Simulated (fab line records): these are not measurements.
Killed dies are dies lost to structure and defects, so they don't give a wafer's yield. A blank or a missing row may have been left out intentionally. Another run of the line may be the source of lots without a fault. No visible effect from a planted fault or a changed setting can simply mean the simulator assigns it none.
fab line records | flow sky130
record: lots: 7 wafers: 21 lastDay: 50
route steps=708 shown POLY_GATE@234 LDD_N@237 LDD_P@255 PAD_OPEN@708
lots that met no fault: taken from a fault-free run of the same line
startH: hours from the record's first day to the start of the lot's first wafer shown | waitH: hours since the lot's step before | " same as the row above | L1.1+2: several wafers, shown together as one row | - either no value or no given start | * or withheld: withheld | < > ~ a bound
route shown NAME@n: a module of which the file shows steps, and the number in the route of the first | usual: mean/standard deviation taken from wafers without a fault | same: alike in all rows | chamber/n: place in a boat | sites: readings site by site | _std_site: the values' standard deviation | _edge_site: mean of outer sites minus mean of inner sites | radiusMm: how far each site lies from the wafer's centre | mask NAME#n: copy n | behind: the most recent tool/chamber to have shaped the wafer | hold: why the lot was held/for how many hours/how that ended | device: whichever transistor did not switch (one of n, p or np) | end of line: tests run on the same wafers once the route is complete | for a step that has no rows: nothing shown but its recipe | killed: count of dies lost to structure and defects at first sort (not the wafer's yield) | map: shows each die of a wafer: x if killed, . if not, _ if none is there
set.NAME: the setting as run; set.NAME@STEP: as run at that earlier step | model.NAME: the simulator's own value behind a step, which no gauge read
lots at some steps of the route; a table a step, a row a wafer
services: from which hour (startH, from the record's first day; less than 0 if before it) a tool's chamber was out of use, for how many hours, and why
== steps ==
step: SKY_POLY_GATE_OXIDATION_20
recipe: tempC: 850 ambient: O2 stabiliseS: 600 purgeS: 300 targetThkA: 40 oxTimeS: 899
step: SKY_POLY_GATE_THK_MEAS_21
recipe: reads: SiO2_of_POLY_GATE_OXIDATION_20
usual: POLY_GATE_OXIDATION_THK: 3.95/0.092
columns lot.wafer tool chamber startH waitH POLY_GATE_OXIDATION_THK[nm]
L221.2 filmMetro-02 - 364.10 0.0 3.93
L221.4 " - " " 3.93
L221.6 " - " " 4.01
L222.1 filmMetro-03 - 377.63 0.0 3.89
L222.2 " - " " 3.97
L222.6 " - " " 4.01
L225.1 filmMetro-02 - 440.33 0.0 3.90
L225.2 " - " " 3.86
L225.5 " - " " 3.86
L234.2 filmMetro-02 - 490.74 0.0 4.03
L234.3 " - " " 4.13
L234.4 " - " " 4.03
L237.1 filmMetro-01 - 507.72 0.0 3.96
L237.2 " - " " 3.86
L237.3 " - " " 3.85
L238.1 filmMetro-02 - 519.55 0.0 3.95
L238.3 " - " " 3.91
L238.6 " - " " 3.91
L241.2 filmMetro-01 - 558.83 0.0 3.82
L241.3 " - " " 3.81
L241.5 " - " " 3.87
step: SKY_POLY_GATE_CD_MEAS_22
usual: cdNm: 150.7/1.7
columns lot.wafer tool chamber startH waitH cdNm
L221.2 cdSem-01 - 364.18 0.1 150.5
L221.4 " - " " 151.3
L221.6 " - " " 150.0
L222.1 cdSem-01 - 377.69 0.1 151.5
L222.2 " - " " 152.9
L222.6 " - " " 151.9
L225.1 cdSem-02 - 440.39 0.1 151.1
L225.2 " - " " 152.9
L225.5 " - " " 149.4
L234.2 cdSem-01 - 490.82 0.1 151.0
L234.3 " - " " 149.0
L234.4 " - " " 151.9
L237.1 cdSem-01 - 507.78 0.1 147.1
L237.2 " - " " 148.5
L237.3 " - " " 150.5
L238.1 cdSem-02 - 519.61 0.1 151.1
L238.3 " - " " 153.4
L238.6 " - " " 152.2
L241.2 cdSem-02 - 558.91 0.1 153.8
L241.3 " - " " 151.6
L241.5 " - " " 150.0
step: SKY_LDD_N_DEHYDRATE_00
recipe: tempC: 200 timeS: 60
step: SKY_LDD_N_HMDS_01
recipe: primeTimeS: 60 primeTempC: 120
step: SKY_LDD_N_COAT_02
recipe: resist: NOVOLAK spinRpm: 3000 resistThkNm: 300
step: SKY_LDD_N_SOFTBAKE_03
recipe: tempC: 90 timeS: 60 resist: NOVOLAK
step: SKY_LDD_N_EXPOSE_04
recipe: maskId: NTM targetCdNm: 840 na: 0.6 sourceShape: conventional sigmaOuter: 0.6 doseMj: 110
step: SKY_LDD_N_PEB_05
recipe: tempC: withheld timeS: * resist: NOVOLAK
step: SKY_LDD_N_DEVELOP_06
recipe: developTimeS: 60 devTempC: 23
step: SKY_LDD_N_OVL_MEAS_07
usual: LDD_N_OVL: 0.6/1.6
columns lot.wafer tool chamber startH waitH LDD_N_OVL[nm]
L221.2 overlay-01 - 389.70 0.1 -1.3
L221.4 " - " " -0.9
L221.6 " - " " 0.9
L222.1 overlay-01 - 406.14 0.1 0.4
L222.2 " - " " 0.0
L222.6 " - " " 0.5
L225.1 overlay-01 - 471.20 0.1 -0.1
L225.2 " - " " 2.6
L225.5 " - " " 2.5
L234.2 overlay-02 - 521.08 0.1 2.5
L234.3 " - " " 0.8
L234.4 " - " " 1.2
L237.1 overlay-02 - 537.18 0.1 -1.4
L237.2 " - " " 0.6
L237.3 " - " " 0.0
L238.1 overlay-01 - 549.13 0.1 1.3
L238.3 " - " " 1.4
L238.6 " - " " -1.7
L241.2 overlay-01 - 588.48 0.1 -4.2
L241.3 " - " " -2.0
L241.5 " - " " -3.1
step: SKY_LDD_N_IMPLANT_08
recipe: species: As energyKev: 20 doseCm2: 7.5e+13 tiltDeg: withheld rotationDeg: 23
step: SKY_LDD_N_IMPLANT_09
recipe: species: As energyKev: 20 doseCm2: 7.5e+13 tiltDeg: withheld rotationDeg: 113
usual: doseIonsCm2: 7.5e+13/8.2e+10
columns lot.wafer tool chamber startH waitH doseIonsCm2
L221.2 implanter-02 0 389.90 0.1 7.508e+13
L221.4 " 0 " " 7.511e+13
L221.6 " 0 " " 7.49e+13
L222.1 implanter-02 0 406.33 0.1 7.513e+13
L222.2 " 0 " " 7.5e+13
L222.6 " 0 " " 7.497e+13
L225.1 implanter-02 0 471.38 0.1 7.505e+13
L225.2 " 0 " " 7.511e+13
L225.5 " 0 " " 7.512e+13
L234.2 implanter-03 0 521.29 0.1 7.504e+13
L234.3 " 0 " " 7.502e+13
L234.4 " 0 " " 7.499e+13
L234.2 implanter-03 0 521.60 0.3 7.496e+13
L234.3 " 0 " " 7.491e+13
L234.4 " 0 " " 7.494e+13
L237.1 implanter-04 0 537.36 0.1 7.509e+13
L237.2 " 0 " " 7.506e+13
L237.3 " 0 " " 7.496e+13
L237.1 implanter-04 0 537.68 0.3 7.499e+13
L237.2 " 0 " " 7.493e+13
L237.3 " 0 " " 7.504e+13
L238.1 implanter-03 0 549.31 0.1 7.495e+13
L238.3 " 0 " " 7.508e+13
L238.6 " 0 " " 7.499e+13
L238.1 implanter-03 0 549.63 0.3 7.503e+13
L238.3 " 0 " " 7.492e+13
L238.6 " 0 " " 7.485e+13
L241.2 implanter-03 0 588.73 0.1 7.497e+13
L241.3 " 0 " " 7.501e+13
L241.5 " 0 " " 7.509e+13
step: SKY_LDD_N_IMPLANT_10
recipe: species: As energyKev: 20 doseCm2: 7.5e+13 tiltDeg: withheld rotationDeg: 203
step: SKY_LDD_N_IMPLANT_11
recipe: species: As energyKev: 20 doseCm2: 7.5e+13 tiltDeg: withheld rotationDeg: 293
step: SKY_LDD_N_IMPLANT_12
recipe: species: BF2 energyKev: 50 doseCm2: 5e+12 tiltDeg: 30 rotationDeg: 0
step: SKY_LDD_N_IMPLANT_13
recipe: species: BF2 energyKev: 50 doseCm2: 5e+12 tiltDeg: 30 rotationDeg: 90
step: SKY_LDD_N_IMPLANT_14
recipe: species: BF2 energyKev: 50 doseCm2: 5e+12 tiltDeg: 30 rotationDeg: 180
step: SKY_LDD_N_IMPLANT_15
recipe: species: BF2 energyKev: 50 doseCm2: 5e+12 tiltDeg: 30 rotationDeg: 270
step: SKY_LDD_N_STRIP_16
recipe: chemistry: O2/N2 powerW: 1400 pressureMtorr: 1500 platenTempC: withheld o2FlowSccm: 3000 n2FlowSccm: 300 overashFraction: 0.5
usual: drypumpMotorCurrentA: 5.8/0.34 oesProductAu: 0.406/0.0045 stripTimeToEndpointS: 4.315/0.013
columns lot.wafer tool chamber startH waitH drypumpMotorCurrentA oesProductAu rfHoursCounterH stripTimeToEndpointS
L221.2 plasmaAsher-02 1 390.93 0.1 5.9 0.403 71 4.317
L221.4 " 1 " " 5.9 0.405 - 4.282
L221.6 " 1 " " 5.9 0.404 - 4.296
L222.1 plasmaAsher-03 1 407.38 0.1 5.8 0.408 59 4.305
L222.2 " 0 " " 6.2 0.406 59 4.315
L222.6 " 1 " " 5.8 0.405 - 4.334
L225.1 plasmaAsher-01 1 472.43 0.1 5.9 0.409 4 4.336
L225.2 " 0 " " 5.6 0.408 4 4.322
L225.5 " 0 " " 5.6 0.401 - 4.320
L234.2 plasmaAsher-03 0 522.63 0.1 6.2 0.403 71 4.519
L234.3 " 0 " " 6.2 0.407 - 4.541
L234.4 " 1 " " 5.8 0.406 - 4.533
L237.1 plasmaAsher-03 0 538.73 0.1 6.2 0.399 72 4.504
L237.2 " 1 " " 5.8 0.400 72 4.528
L237.3 " 0 " " 6.2 0.404 - 4.519
L238.1 plasmaAsher-01 1 550.68 0.1 5.9 0.393 13 4.536
L238.3 " 0 " " 5.6 0.407 - 4.543
L238.6 " 1 " " 5.9 0.406 - 4.533
L241.2 plasmaAsher-03 0 589.75 0.1 6.2 0.404 78 4.318
L241.3 " 0 " " 6.2 0.404 - 4.299
L241.5 " 0 " " 6.2 0.401 - 4.303
step: SKY_LDD_N_TW_MEAS_17
usual: LDD_N_TW: 2596/18
columns lot.wafer tool chamber startH waitH LDD_N_TW
L221.2 filmMetro-01 - 391.04 0.1 2595
L221.4 " - " " 2601
L221.6 " - " " 2586
L222.1 filmMetro-04 - 407.48 0.1 2607
L222.2 " - " " 2622
L222.6 " - " " 2611
L225.1 filmMetro-04 - 472.53 0.1 2591
L225.2 " - " " 2579
L225.5 " - " " 2577
L234.2 filmMetro-03 - 522.74 0.1 2681
L234.3 " - " " 2670
L234.4 " - " " 2696
L237.1 filmMetro-03 - 538.84 0.1 2674
L237.2 " - " " 2687
L237.3 " - " " 2690
L238.1 filmMetro-03 - 550.78 0.1 2682
L238.3 " - " " 2689
L238.6 " - " " 2685
L241.2 filmMetro-04 - 589.86 0.1 2626
L241.3 " - " " 2612
L241.5 " - " " 2617
step: SKY_LDD_P_DEHYDRATE_00
recipe: tempC: 200 timeS: 60
step: SKY_PAD_OPEN_PROBE_99
usual: killed_at_M0_to_M3: 43/7.4 killed_at_M4_up: 3.1/1.8 killedAtContacts: 26/5.6 killedAtFrontEnd: 15/4.9 killedAtOther: 0.2/0.44 killedDies: 87/10 killedOnRim: 17/3.7 killedOpen: 48/7.6 killedShort: 39/6.2
same: grossDies: 492 killedAtBackSide: 0
columns lot.wafer tool chamber startH waitH killed_at_M0_to_M3 killed_at_M4_up killedAtContacts killedAtFrontEnd killedAtOther killedDies killedOnRim killedOpen killedShort model.etest.tipN.rsOhmSq model.etest.nfet_01v8.rOnOhmUm model.etest.nfet_01v8_swapped.vtSatV
L221.2 prober-01 - 1063.86 0.1 48 2 22 14 0 86 19 49 37 444 829.6 0.6424
L221.4 prober-01 - 1063.96 0.2 39 2 23 22 0 86 12 49 37 440.2 837.5 0.6467
L221.6 prober-01 - 1064.06 0.2 47 3 22 18 0 90 14 46 43 443.9 825.1 0.6389
L222.1 prober-01 - 1087.01 0.1 42 6 26 19 1 94 21 54 40 442.9 861.8 0.6623
L222.2 prober-01 - 1087.06 0.1 54 1 28 15 0 98 22 55 43 441 864.2 0.6665
L222.6 prober-01 - 1087.26 0.2 43 3 29 15 1 91 20 49 42 442.6 847.4 0.653
L225.1 prober-02 - 1121.06 0.1 44 2 28 14 0 88 18 47 39 444.7 837.2 0.6452
L225.2 prober-02 - 1121.11 0.1 42 2 21 11 0 76 15 33 43 445.4 839.8 0.6514
L225.5 prober-02 - 1121.26 0.2 46 1 27 10 0 84 14 45 39 444.1 838.3 0.655
L234.2 prober-02 - 1153.12 0.1 34 2 34 15 0 85 15 49 36 381.5 808.6 0.6308
L234.3 prober-02 - 1153.17 0.2 26 3 18 13 0 60 16 32 28 384.1 810.7 0.6326
L234.4 prober-02 - 1153.22 0.2 40 1 21 21 0 83 16 45 38 383.4 813.9 0.6387
L237.1 prober-01 - 1162.88 0.1 66 1 17 26 1 111 11 59 52 385.8 809.6 0.6463
L237.2 prober-01 - 1162.93 0.1 46 2 24 9 1 82 16 40 41 388.5 828.6 0.6479
L237.3 prober-01 - 1162.98 0.2 53 4 31 8 1 97 17 51 45 385 840.3 0.6533
L238.1 prober-02 - 1169.16 0.1 45 3 33 14 0 95 15 59 36 387.9 832.1 0.6373
L238.3 prober-02 - 1169.26 0.2 71 0 20 16 0 107 26 55 29 388.2 812.8 0.6399
L238.6 prober-02 - 1169.41 0.2 50 4 20 23 0 97 19 53 44 389.3 826.7 0.6369
L241.2 prober-02 - 1192.74 0.1 37 2 23 16 0 78 16 41 37 436.8 851.4 0.6482
L241.3 prober-02 - 1192.79 0.2 42 3 35 17 0 97 11 52 45 438.2 834.3 0.6475
L241.5 prober-02 - 1192.89 0.2 32 5 29 14 0 80 18 43 36 436.8 847.8 0.6507
killed by level:class
L221.2 VIA1:geometricParticle:open=13 VIA3:geometricParticle:open=9 METAL2:geometricParticle:short=8 CONTACT:geometricParticle:open=7 CONTACT:geometricParticle:short=6 POLY_GATE:geometricParticle:open=6 LI_CONTACT:geometricParticle:open=6 VIA2:geometricParticle:short=5
L221.4 VIA1:geometricParticle:open=15 LI_CONTACT:geometricParticle:open=11 FIELD_ISO:geometricParticle:short=5 CONTACT:geometricParticle:open=5 VIA2:geometricParticle:short=5 FIELD_ISO:geometricParticle:open=4 SPACER:geometricParticle:open=4 CONTACT:geometricParticle:short=4
L221.6 VIA1:geometricParticle:open=11 CONTACT:geometricParticle:open=10 METAL2:geometricParticle:short=7 VIA3:geometricParticle:open=7 FIELD_ISO:geometricParticle:short=6 VIA1:geometricParticle:short=6 METAL1:geometricParticle:short=5 VIA2:geometricParticle:open=5
L222.1 VIA1:geometricParticle:open=11 CONTACT:geometricParticle:open=10 VIA2:geometricParticle:open=7 LI_CONTACT:geometricParticle:open=6 VIA3:geometricParticle:open=6 FIELD_ISO:geometricParticle:open=5 LOCAL_INTERCONNECT:geometricParticle:short=5 METAL2:geometricParticle:short=5
L222.2 VIA1:geometricParticle:open=11 LI_CONTACT:geometricParticle:open=9 CONTACT:geometricParticle:open=9 VIA3:geometricParticle:open=8 METAL2:geometricParticle:short=7 VIA2:geometricParticle:open=6 POLY_GATE:geometricParticle:short=4 VIA2:geometricParticle:short=4
L222.6 VIA1:geometricParticle:open=11 LI_CONTACT:geometricParticle:open=9 CONTACT:geometricParticle:open=9 POLY_GATE:geometricParticle:short=6 CONTACT:geometricParticle:short=6 METAL1:geometricParticle:short=5 POLY_GATE:geometricParticle:open=4 VIA2:geometricParticle:short=4
L225.1 CONTACT:geometricParticle:open=14 VIA1:geometricParticle:open=9 CONTACT:geometricParticle:short=8 VIA2:geometricParticle:open=7 METAL2:geometricParticle:short=6 FIELD_ISO:geometricParticle:short=5 VIA1:geometricParticle:short=5 METAL1:geometricParticle:short=4
L225.2 VIA1:geometricParticle:open=8 LI_CONTACT:geometricParticle:open=7 METAL1:geometricParticle:short=6 LOCAL_INTERCONNECT:geometricParticle:short=5 METAL3:geometricParticle:short=5 VIA1:geometricParticle:short=4 VIA2:geometricParticle:open=4 FIELD_ISO:geometricParticle:short=3
L225.5 CONTACT:geometricParticle:open=11 VIA1:geometricParticle:open=10 LI_CONTACT:geometricParticle:open=7 VIA3:geometricParticle:open=6 METAL1:geometricParticle:short=6 METAL2:geometricParticle:short=6 LOCAL_INTERCONNECT:geometricParticle:short=5 CONTACT:geometricParticle:short=4
L234.2 CONTACT:geometricParticle:open=14 VIA1:geometricParticle:open=10 FIELD_ISO:geometricParticle:open=7 CONTACT:geometricParticle:short=7 METAL2:geometricParticle:short=7 LI_CONTACT:geometricParticle:open=6 LOCAL_INTERCONNECT:geometricParticle:short=5 FIELD_ISO:geometricParticle:short=4
L234.3 CONTACT:geometricParticle:open=9 VIA1:geometricParticle:open=7 VIA1:geometricParticle:short=4 FIELD_ISO:geometricParticle:short=3 POLY_GATE:geometricParticle:open=3 SPACER:geometricParticle:open=3 CONTACT:geometricParticle:short=3 VIA2:geometricParticle:open=3
L234.4 CONTACT:geometricParticle:open=8 VIA2:geometricParticle:open=7 LI_CONTACT:geometricParticle:open=6 FIELD_ISO:geometricParticle:open=5 METAL1:geometricParticle:short=5 VIA1:geometricParticle:open=5 METAL2:geometricParticle:short=5 METAL3:geometricParticle:short=5
L237.1 METAL1:geometricParticle:short=12 VIA1:geometricParticle:open=12 VIA2:geometricParticle:open=9 POLY_GATE:geometricParticle:open=8 VIA1:geometricParticle:short=8 METAL2:geometricParticle:short=8 FIELD_ISO:geometricParticle:open=7 LI_CONTACT:geometricParticle:open=7
L237.2 VIA3:geometricParticle:open=8 VIA1:geometricParticle:open=8 CONTACT:geometricParticle:open=6 CONTACT:geometricParticle:short=6 VIA1:geometricParticle:short=6 VIA2:geometricParticle:open=6 LI_CONTACT:geometricParticle:open=5 METAL1:geometricParticle:short=5
L237.3 VIA3:geometricParticle:open=9 METAL1:geometricParticle:short=8 LI_CONTACT:geometricParticle:open=8 VIA1:geometricParticle:open=8 CONTACT:geometricParticle:open=7 CONTACT:geometricParticle:short=7 METAL2:geometricParticle:short=6 VIA1:geometricParticle:short=5
L238.1 CONTACT:geometricParticle:open=15 VIA2:geometricParticle:open=10 VIA1:geometricParticle:open=8 VIA3:geometricParticle:open=7 LI_CONTACT:geometricParticle:open=6 CONTACT:geometricParticle:short=5 VIA2:geometricParticle:short=5 LOCAL_INTERCONNECT:geometricParticle:short=4
L238.3 VIA1:areaEtch=23 VIA1:geometricParticle:open=17 LI_CONTACT:geometricParticle:open=9 CONTACT:geometricParticle:open=8 VIA1:geometricParticle:short=6 FIELD_ISO:geometricParticle:open=5 VIA2:geometricParticle:open=5 POLY_GATE:geometricParticle:short=4
L238.6 VIA1:geometricParticle:open=15 FIELD_ISO:geometricParticle:open=9 METAL1:geometricParticle:short=7 SPACER:geometricParticle:short=6 CONTACT:geometricParticle:open=6 VIA3:geometricParticle:open=6 LI_CONTACT:geometricParticle:open=5 CONTACT:geometricParticle:short=5
L241.2 VIA1:geometricParticle:open=8 LI_CONTACT:geometricParticle:open=7 LOCAL_INTERCONNECT:geometricParticle:short=7 VIA3:geometricParticle:open=6 VIA1:geometricParticle:short=5 FIELD_ISO:geometricParticle:open=4 POLY_GATE:geometricParticle:open=4 VIA2:geometricParticle:open=4
L241.3 CONTACT:geometricParticle:short=12 LI_CONTACT:geometricParticle:open=9 CONTACT:geometricParticle:open=8 VIA1:geometricParticle:open=8 VIA2:geometricParticle:open=7 FIELD_ISO:geometricParticle:open=6 METAL1:geometricParticle:short=6 VIA3:geometricParticle:open=5
L241.5 CONTACT:geometricParticle:open=10 LI_CONTACT:geometricParticle:open=8 VIA3:geometricParticle:open=7 METAL1:geometricParticle:short=6 METAL2:geometricParticle:short=6 POLY_GATE:geometricParticle:short=5 CONTACT:geometricParticle:short=5 POLY_GATE:geometricParticle:open=4
== services ==
columns tool chamber startH hours kind
implanter-04 - 397.41 25.2 repair
plasmaAsher-03 - 417.98 2.8 pm
plasmaAsher-01 - 421.25 9.0 pm
plasmaAsher-01 0 421.25 9.0 ventCycle
plasmaAsher-01 1 421.25 9.0 ventCycle
plasmaAsher-01 0 430.25 - clean
plasmaAsher-01 1 430.25 - clean
plasmaAsher-01 - 450.24 2.9 repair
implanter-03 - 452.63 3.2 pm
plasmaAsher-02 - 471.75 1.2 repair
implanter-04 - 512.49 4.1 pm
implanter-02 - 522.19 1.1 repair
implanter-02 - 527.12 5.6 repair
plasmaAsher-01 - 551.75 12.5 repair
implanter-04 - 556.43 0.7 repair
implanter-04 - 567.53 10.3 repair
implanter-02 - 567.93 3.8 pm
implanter-03 - 569.74 4.8 repair
implanter-04 - 581.12 3.4 pm
implanter-04 - 588.09 2.3 repair
== key ==
firstSign: step: SKY_LDD_N_IMPLANT_09 reading: visit direction: added
effect: step: SKY_LDD_N_STRIP_16 reading: stripTimeToEndpointS direction: up sigmas: 16 usual: * struck: *
effect: step: SKY_LDD_N_TW_MEAS_17 reading: LDD_N_TW direction: up sigmas: 4.7 usual: 2596 struck: 2684
modelEffect: step: SKY_PAD_OPEN_PROBE_99 value: etest.tipN.rsOhmSq without: 441.4 struck: 386
metAt SKY_LDD_N_IMPLANT_09
struckWafers L234.2,L234.3,L234.4,L237.1,L237.2,L237.3,L238.1,L238.3,L238.6
testerLeftOut L234,L237,L238
baselineLoss: step: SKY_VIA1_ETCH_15 wafers: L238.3
fault: kind: repeatedStepWhole tool: implanter-02,implanter-03,implanter-04 chamber: - onsetH: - steps: SKY_LDD_N_IMPLANT_09 times: 1 scope: struckLotsOnly
testerLeftOut: of these lots the tester's yield and bins aren't shown, on N5 and GAA mostly nor the transistor test; their killed dies are dies lost to structure and defects alone, not to doping, threshold or leakage, so they don't give the yield
baselineLoss: these wafers lose ten dies or more at that step, a loss of the line's own and not of a fault; the sort's usual values leave them out
